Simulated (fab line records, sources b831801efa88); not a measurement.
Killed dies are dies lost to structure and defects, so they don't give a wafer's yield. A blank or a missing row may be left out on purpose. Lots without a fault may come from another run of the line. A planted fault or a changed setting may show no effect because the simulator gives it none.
A struck lot beside a sound one | flow sfq_line | 20 steps out of a route of 325
Sound: wafers L558.1, L558.2, L558.5. Struck: wafer L572.1. (L572.2 of the same lot was not struck and is left out.) The cause comes at the end.
At each step with rows: each side's tool, then ch and its chambers, then its first start. Under that, the readings that differ: sound wafers | struck wafers | difference of the means | sigmas: that difference in standard deviations of wafers without a fault.
alike: readings whose means differ by less than 2 such deviations, and words and numbers that are the same on both sides. not compared: withheld readings, readings that some wafer has no value for, bounds like >300 that may hide the same value, and numbers for which the record gives no deviation and whose values overlap.
The two part at a step that has a row with sigmas, a row that says differs or no value, or rows on one side only. Numbers that don't overlap but have no deviation are shown without sigmas and don't part them. A reading that every wafer of one side lacks parts them only if that side has two wafers or more.

first, 2 steps without rows for these wafers: SFQ_TRILAYER_I6_VIA_LITHO_PEB_172 (peb time 60 s); SFQ_TRILAYER_I6_VIA_LITHO_DEVELOP_171 (time 60 s).
SFQ_I6_OVL_MEAS_942:
  sound on overlay-01, day 70 06:10; struck on overlay-01, day 73 17:35
  alike: I6_OVL
SFQ_TRILAYER_I6_VIA_BARC_OPEN_VIA_ETCH_235: etches BARC in O2, target depth 125 nm, time 41.7 s.
  sound on rie_diel-03 ch 0,1, day 70 06:12; struck on rie_diel-04 ch 3, day 73 17:38
  alike: drypump_motor_current_A, oes_product_au, rf_fwd_power_W
  not compared: rf_hours_counter_h
SFQ_TRILAYER_I6_VIA_ETCH_VIA_ETCH_172: etches SiO2 in CHF3, stops on Nb, target depth 260 nm.
  sound on rie_diel-03 ch 0,1, day 70 06:14; struck on rie_diel-04 ch 3, day 73 17:40
  alike: drypump_motor_current_A, oes_product_au, rf_fwd_power_W
SFQ_TRILAYER_I6_VIA_STRIP_STRIP_173: strips in O2.
  sound on rie_metal-03 ch 0,1, day 70 06:21; struck on rie_metal-02 ch 0, day 73 17:47
  alike: drypump_motor_current_A, oes_product_au
  not compared: rf_hours_counter_h
then, 2 steps without rows for these wafers: SFQ_TRILAYER_I6_VIA_STRIP_SOLV_CLEAN_174 (cleans in NMP, time 600 s); SFQ_TRILAYER_M7_DEP_PRE_CLEAN_176 (time 22.5 s).
SFQ_TRILAYER_M7_DEP_SPUTTER_175: material Nb, target thk 200 nm, time 133.3 s.
  sound on pvd_sputter-03, day 70 07:10; struck on pvd_sputter-06, day 73 18:35
  alike: chamber_pressure_pa, throttle_valve_pct
SFQ_M7_RS_MEAS_943: measures by four-point-probe.
  sound on film_metro-04, day 70 07:15; struck on film_metro-03, day 73 18:41
  alike: M7_NB_RS
then, 1 step without rows for these wafers: SFQ_TRILAYER_M7_LITHO_COAT_182 (resist thk 62 nm).
SFQ_TRILAYER_M7_LITHO_COAT_177: resist thk 600 nm.
  sound on litho_track-01 ch 0, day 70 07:44; struck on litho_track-04 ch 0, day 73 19:10
  reading                                             | sound           | struck | difference | sigmas
  model.KrF_of_TRILAYER_M7_LITHO_COAT_177.thk_nm (nm) | 598.6 597 597.1 | 581.5  | -16.1      |
then, 4 steps without rows for these wafers: SFQ_TRILAYER_M7_LITHO_SOFTBAKE_181; SFQ_TRILAYER_M7_LITHO_EXPOSE_178 (exposes mask M7, target cd 500 nm); SFQ_TRILAYER_M7_LITHO_PEB_180 (peb time 60 s); SFQ_TRILAYER_M7_LITHO_DEVELOP_179 (time 60 s).
SFQ_M7_OVL_MEAS_945:
  sound on overlay-02, day 71 09:24; struck on overlay-02, day 74 22:02
  alike: M7_OVL
then, 1 step without rows for these wafers: SFQ_TRILAYER_M7_BARC_OPEN_METAL_ETCH_229 (etches BARC in O2, target depth 125 nm, time 41.7 s).
SFQ_TRILAYER_M7_ETCH_METAL_ETCH_180: etches Nb in Cl2/Ar, stops on SiO2, target depth 240 nm, time 120 s.
  sound on rie_metal-02 ch 0,1, day 71 09:30; struck on rie_metal-01 ch 1, day 74 22:08
  reading                                             | sound             | struck | difference | sigmas
  model.KrF_of_TRILAYER_M7_LITHO_COAT_177.thk_nm (nm) | 382.4 380.5 380.1 | 365.3  | -15.7      |
  alike: drypump_motor_current_A, oes_product_au, rf_fwd_power_W
  not compared: rf_hours_counter_h
SFQ_TRILAYER_M7_STRIP_STRIP_181: strips in O2.
  sound on rie_metal-02 ch 0,1, day 71 09:37; struck on rie_metal-01 ch 1, day 74 22:16
  alike: drypump_motor_current_A, oes_product_au
  not compared: rf_hours_counter_h

WHERE THEY PART
Nowhere in this record.

WHY: what the simulator had put in
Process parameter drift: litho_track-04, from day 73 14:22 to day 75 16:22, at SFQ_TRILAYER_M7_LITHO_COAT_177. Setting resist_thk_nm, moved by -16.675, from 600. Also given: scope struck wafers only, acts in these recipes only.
